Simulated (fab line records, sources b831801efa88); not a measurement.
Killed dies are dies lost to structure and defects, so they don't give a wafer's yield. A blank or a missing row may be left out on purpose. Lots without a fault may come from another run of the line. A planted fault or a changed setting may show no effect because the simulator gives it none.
A struck lot beside a sound one | flow sky130 | 26 steps out of a route of 708
Sound: wafers L193.1, L193.5, L193.6. Struck: wafers L205.1, L205.4, L205.6. The cause comes at the end.
At each step with rows: each side's tool, then ch and its chambers, then its first start. Under that, the readings that differ: sound wafers | struck wafers | difference of the means | sigmas: that difference in standard deviations of wafers without a fault.
alike: readings whose means differ by less than 2 such deviations, and words and numbers that are the same on both sides. not compared: withheld readings, readings that some wafer has no value for, bounds like >300 that may hide the same value, and numbers for which the record gives no deviation and whose values overlap.
The two part at a step that has a row with sigmas, a row that says differs or no value, or rows on one side only. Numbers that don't overlap but have no deviation are shown without sigmas and don't part them. A reading that every wafer of one side lacks parts them only if that side has two wafers or more.

first, 5 steps without rows for these wafers: SKY_GATE_OXIDE_COAT_05 (resist thk 1140 nm); SKY_GATE_OXIDE_SOFTBAKE_06 (time 60 s); SKY_GATE_OXIDE_EXPOSE_07 (exposes mask LVOM, target cd 600 nm); SKY_GATE_OXIDE_PEB_08; SKY_GATE_OXIDE_DEVELOP_09 (develop time 60 s).
SKY_GATE_OXIDE_OVL_MEAS_10:
  sound on overlay-02, day 15 04:49; struck on overlay-01, day 19 01:28
  alike: GATE_OXIDE_OVL
then, 2 steps without rows for these wafers: SKY_GATE_OXIDE_IMPLANT_11; SKY_GATE_OXIDE_WET_ETCH_12 (etches SiO2 in dHF, target depth 16.8 nm, time 336 s).
SKY_GATE_OXIDE_STRIP_13: strips in O2/N2.
  sound on plasma_asher-02 ch 0,1, day 15 05:07; struck on plasma_asher-02 ch 0,1, day 19 01:46
  alike: drypump_motor_current_A, oes_product_au, strip_time_to_endpoint_s
  not compared: rf_hours_counter_h
SKY_GATE_OXIDE_TW_MEAS_14:
  sound on film_metro-04, day 15 05:13; struck on film_metro-04, day 19 01:52
  alike: GATE_OXIDE_TW
then, 2 steps without rows for these wafers: SKY_GATE_OXIDE_CLEAN_15 (cleans in SC1/SC2, time 150 s); SKY_GATE_OXIDE_OXIDATION_16 (stabilise 600 s, purge 300 s, target thk 3.57 nm).
SKY_POLY_GATE_CVD_00: deposits poly-Si, target thk 180 nm, time 720 s.
  sound on lpcvd-01 ch 0, day 15 06:52; struck on lpcvd-01 ch 0, day 19 04:26
  reading                                       | sound           | struck            | difference | sigmas
  model.poly-Si_of_POLY_GATE_CVD_00.thk_nm (nm) | 180 179.8 181.2 | 246.1 246.7 247.3 | +66.4      |
  alike: pressure_mtorr, zone_power_centre_pct
SKY_POLY_GATE_THK_MEAS_01:
  sound on film_metro-01, day 15 08:04; struck on film_metro-03, day 19 05:38
  reading                   | sound             | struck            | difference | sigmas
  POLY_GATE_CVD_00_THK (nm) | 180.2 179.9 181.0 | 245.9 246.7 247.5 | +66.3      | +44
then, 8 steps without rows for these wafers: SKY_RES_PROTECT_DEHYDRATE_00 (time 60 s); SKY_RES_PROTECT_HMDS_01 (prime time 60 s); SKY_RES_PROTECT_COAT_02 (resist thk 1140 nm); SKY_RES_PROTECT_SOFTBAKE_03 (time 60 s); SKY_RES_PROTECT_EXPOSE_04 (exposes mask RPM, target cd 1270 nm); SKY_RES_PROTECT_PEB_05; SKY_RES_PROTECT_DEVELOP_06 (develop time 60 s); SKY_POLY_GATE_IMPLANT_02.
SKY_RES_PROTECT_STRIP_07: strips in O2/N2.
  sound on plasma_asher-01 ch 0,1, day 16 11:14; struck on plasma_asher-04 ch 0,1, day 20 12:15
  reading                     | sound       | struck      | difference | sigmas
  drypump_motor_current_A (A) | 5.4 5.3 6.3 | 6.6 6.4 6.6 | +0.9       | +2
  alike: oes_product_au, strip_time_to_endpoint_s
  not compared: rf_hours_counter_h
SKY_RES_PROTECT_TW_MEAS_08:
  sound on film_metro-04, day 16 11:20; struck on film_metro-03, day 20 12:21
  reading      | sound          | struck         | difference | sigmas
  POLY_GATE_TW | 3949 3956 3951 | 4067 4059 4036 | +102       | +4
SKY_RES_PROTECT_CLEAN_09: cleans in SC1/SC2, time 150 s.
  sound on wet_bench-01 ch 2, day 16 11:23; struck on wet_bench-03 ch 3, day 20 12:25
  reading                                       | sound             | struck            | difference | sigmas
  temp_c (C)                                    | 69.72 69.74 69.78 | 70.26 70.00 70.22 | +0.41      | +3
  model.poly-Si_of_POLY_GATE_CVD_00.thk_nm (nm) | 179.4 179.2 180.5 | 245.4 246.1 246.7 | +66.4      |
then, 1 step without rows for these wafers: SKY_POLY_GATE_CVD_03 (deposits Si3N4 from DCS/NH3, target thk 75 nm, time 1290 s).

WHERE THEY PART
First at SKY_POLY_GATE_THK_MEAS_01; last, within this record, at SKY_RES_PROTECT_CLEAN_09.

WHY: what the simulator had put in
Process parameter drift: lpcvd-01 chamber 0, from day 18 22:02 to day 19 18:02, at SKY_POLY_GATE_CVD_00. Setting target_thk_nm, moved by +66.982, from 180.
